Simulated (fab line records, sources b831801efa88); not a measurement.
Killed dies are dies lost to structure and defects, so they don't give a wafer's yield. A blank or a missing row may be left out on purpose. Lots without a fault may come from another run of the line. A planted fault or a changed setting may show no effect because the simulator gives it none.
Which tool did it? | flow sky130 | 12 lots, 36 wafers sampled, at 6 steps of a route of 708

WHAT THE GAUGES READ, wafer by wafer
SKY_POLY_CUT_OVL_MEAS_09. Usual: POLY_CUT_OVL 0 nm, standard deviation 6.9.
lot  | measured     | on         | POLY_CUT_OVL (nm) | flag
L477 | day 25 06:28 | overlay-02 | -8 -8 5           |
L478 | day 25 16:37 | overlay-01 | -17 -7 -23        |
L480 | day 26 19:32 | overlay-01 | 3 1 -7            |
L482 | day 27 11:53 | overlay-02 | 0 6 5             |
L483 | day 27 12:43 | overlay-02 | 6 -10 5           |
L487 | day 28 16:58 | overlay-02 | -6 -1 2           |
L491 | day 29 16:10 | overlay-01 | -1 1 9            |
L492 | day 30 06:07 | overlay-01 | -2 -10 -11        |
L494 | day 30 15:55 | overlay-01 | -4 -1 -1          |
L495 | day 31 00:11 | overlay-01 | -1 4 1            |
L496 | day 31 06:23 | overlay-01 | -12 8 1           |
L498 | day 31 16:04 | overlay-02 | 8 -4 3            |

SKY_SD_N_RS_MEAS_18: measures by four-point-probe. Usual: RES_XHIGH_RS 333.0 ohm/sq, standard deviation 1.2.
lot  | measured     | on            | RES_XHIGH_RS (ohm/sq) | flag
L477 | day 29 00:19 | film_metro-02 | 334.1 332.6 332.9     |
L478 | day 29 08:14 | film_metro-04 | 333.5 333.1 333.8     |
L480 | day 30 11:01 | film_metro-04 | 333.9 333.9 335.5     |
L482 | day 31 02:40 | film_metro-02 | 331.6 332.4 333.3     |
L483 | day 31 03:40 | film_metro-04 | 332.5 332.6 333.1     |
L487 | day 32 07:52 | film_metro-03 | 333.4 333.5 334.1     |
L491 | day 33 05:31 | film_metro-03 | 333.2 333.3 333.5     |
L492 | day 33 18:02 | film_metro-03 | 333.9 334.5 333.3     |
L494 | day 34 04:17 | film_metro-02 | 331.3 331.1 331.5     |
L495 | day 34 11:49 | film_metro-03 | 334.3 334.0 332.9     |
L496 | day 34 18:39 | film_metro-04 | 333.7 332.6 334.9     |
L498 | day 35 03:50 | film_metro-04 | 334.2 334.6 334.1     |

SKY_LI_CONTACT_THK_MEAS_01. Usual: LI_CONTACT_HDPCVD_THK 933 nm, standard deviation 9.4.
lot  | measured     | on            | LI_CONTACT_HDPCVD_THK (nm) | flag
L477 | day 29 00:34 | film_metro-02 | 939 939 946                |
L478 | day 29 08:28 | film_metro-02 | 930 939 918                |
L480 | day 30 11:16 | film_metro-02 | 916 939 942                |
L482 | day 31 02:55 | film_metro-03 | 920 940 936                |
L483 | day 31 03:55 | film_metro-02 | 946 929 952                |
L487 | day 32 08:05 | film_metro-02 | 938 945 932                |
L491 | day 33 05:44 | film_metro-04 | 736 731 728                | OFF
L492 | day 33 18:16 | film_metro-02 | 755 754 755                | OFF
L494 | day 34 04:31 | film_metro-04 | 931 937 937                |
L495 | day 34 12:04 | film_metro-04 | 937 935 938                |
L496 | day 34 18:53 | film_metro-03 | 944 934 936                |
L498 | day 35 04:05 | film_metro-03 | 930 933 931                |

SKY_LI_CONTACT_CD_MEAS_12: target cd 170 nm. Usual: cd_nm 170.3 nm, standard deviation 1.6.
lot  | measured     | on        | cd_nm (nm)        | flag
L477 | day 30 05:20 | cd_sem-02 | 172.4 171.9 172.0 |
L478 | day 30 13:05 | cd_sem-02 | 169.2 170.4 168.1 |
L480 | day 31 15:58 | cd_sem-02 | 169.5 169.2 168.4 |
L482 | day 32 07:11 | cd_sem-01 | 170.3 169.9 171.7 |
L483 | day 32 08:02 | cd_sem-02 | 168.3 168.8 168.9 |
L487 | day 33 11:26 | cd_sem-01 | 173.7 174.1 173.1 |
L491 | day 34 08:40 | cd_sem-02 | 170.1 169.8 169.4 |
L492 | day 34 21:41 | cd_sem-02 | 170.5 169.8 171.0 |
L494 | day 35 08:05 | cd_sem-02 | 169.7 170.6 171.0 |
L495 | day 35 14:59 | cd_sem-02 | 174.0 172.5 172.4 |
L496 | day 35 21:13 | cd_sem-02 | 169.8 169.7 169.1 |
L498 | day 36 11:35 | cd_sem-02 | 167.8 170.1 168.8 |

WHICH TOOL RAN EACH LOT (tool, then ch and the chambers of the sampled wafers, then the start)
lot  | SKY_LI_CONTACT_HDPCVD_00         | SKY_LI_CONTACT_CMP_02
L477 | hdpcvd-01 ch 0,1, day 29 00:28   | cmp-02 ch 0,2,3, day 29 00:37
L478 | hdpcvd-02 ch 1,2, day 29 08:22   | cmp-02 ch 0,2,3, day 29 08:34
L480 | hdpcvd-02 ch 0,1, day 30 11:10   | cmp-01 ch 0,2,3, day 30 11:25
L482 | hdpcvd-02 ch 0,1,2, day 31 02:49 | cmp-02 ch 0,2,3, day 31 03:04
L483 | hdpcvd-02 ch 0,1,2, day 31 03:48 | cmp-01 ch 0,2,3, day 31 03:58
L487 | hdpcvd-01 ch 0,2, day 32 07:58   | cmp-02 ch 0,1,2, day 32 08:13
L491 | hdpcvd-02 ch 0,1, day 33 05:37   | cmp-01 ch 2,3, day 33 05:46
L492 | hdpcvd-02 ch 0,2, day 33 18:10   | cmp-01 ch 1,2,3, day 33 18:22
L494 | hdpcvd-01 ch 1,2, day 34 04:25   | cmp-02 ch 0,1, day 34 04:34
L495 | hdpcvd-01 ch 0,1,2, day 34 11:58 | cmp-01 ch 0,2,3, day 34 12:07
L496 | hdpcvd-01 ch 0,1,2, day 34 18:46 | cmp-02 ch 0,1,3, day 34 18:59
L498 | hdpcvd-01 ch 0,1, day 35 03:58   | cmp-01 ch 0,1,3, day 35 08:13
- SKY_LI_CONTACT_HDPCVD_00: deposits PSG, target thk 930 nm, time 155 s.
- SKY_LI_CONTACT_CMP_02: polishes PSG.

WHAT THE TOOLS THEMSELVES READ (means of the sampled wafers that have a number; where no wafer has one, the mark that the record gives instead)
SKY_LI_CONTACT_HDPCVD_00. Usual: sih4_flow_sccm 59.99 sccm, standard deviation 0.19.
lot  | tool      | sih4_flow_sccm (sccm) | flag
L477 | hdpcvd-01 | 59.94                 |
L478 | hdpcvd-02 | 59.97                 |
L480 | hdpcvd-02 | 59.97                 |
L482 | hdpcvd-02 | 59.97                 |
L483 | hdpcvd-02 | 60.10                 |
L487 | hdpcvd-01 | 60.00                 |
L491 | hdpcvd-02 | 47.94                 | OFF
L492 | hdpcvd-02 | 47.75                 | OFF
L494 | hdpcvd-01 | 60.00                 |
L495 | hdpcvd-01 | 59.89                 |
L496 | hdpcvd-01 | 60.03                 |
L498 | hdpcvd-01 | 59.74                 |

SKY_LI_CONTACT_CMP_02. Usual: motor_current_A 11.7 A, standard deviation 0.75; time_to_endpoint_s 32.7 s, standard deviation 2.6.
lot  | tool   | motor_current_A (A) | time_to_endpoint_s (s) | flag
L477 | cmp-02 | 12.3                | 31.4                   |
L478 | cmp-02 | 12.1                | 32.0                   |
L480 | cmp-01 | 11.4                | 33.6                   |
L482 | cmp-02 | 12.0                | 31.6                   |
L483 | cmp-01 | 11.2                | 34.4                   |
L487 | cmp-02 | 12.4                | 32.5                   |
L491 | cmp-01 | 11.7                | 12.7                   | OFF
L492 | cmp-01 | 11.4                | 14.0                   | OFF
L494 | cmp-02 | 11.4                | 34.6                   |
L495 | cmp-01 | 11.6                | 36.6                   |
L496 | cmp-02 | 11.5                | 34.9                   |
L498 | cmp-01 | 11.4                | 34.5                   |

THE ANSWER, worked out from the rows above alone
Rule: a lot is off if the mean of its wafers that have a number lies more than 3 standard deviations from the usual mean. A lot without any number at a reading at which 4 lots or more have one is off too. The other lots that the step has rows for count as sound. The gauges are gone through in route order, then the tools' own readings, and for those a lot's mean is taken as printed above. The first step at which some lot is off is used, and at that step the reading that is off furthest; a lot without a number counts as furthest.
Off: L491, L492, at SKY_LI_CONTACT_THK_MEAS_01 (LI_CONTACT_HDPCVD_THK).
A tool fits if, at a process step before that reading, it ran every lot that is off, and no sound lot after the first of them. The gauges at SKY_LI_CONTACT_THK_MEAS_01 aren't tried: what is off there is off at SKY_LI_CONTACT_HDPCVD_00 too, on other tools, and a gauge's error can't cause that. One fits: hdpcvd-02 at SKY_LI_CONTACT_HDPCVD_00. Its last sound lot is L483 (day 31 03:48), its first lot that is off L491 (day 33 05:37): a fault that began between those two fits.
The tool's own readings at SKY_LI_CONTACT_HDPCVD_00 bear it out: on the lots that are off they differ by more than 5 times the standard deviation of the sound lots' means. sih4_flow_sccm reads 47.84 sccm there against 59.96 sccm on the sound lots.

WHAT THE SIMULATOR HAD PUT IN
Process parameter drift: hdpcvd-02, from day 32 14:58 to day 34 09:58, at SKY_LI_CONTACT_HDPCVD_00. Setting sih4_flow_sccm, moved by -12, from 60. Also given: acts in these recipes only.
Lots struck among those shown: L491, L492. The rule above found the same.
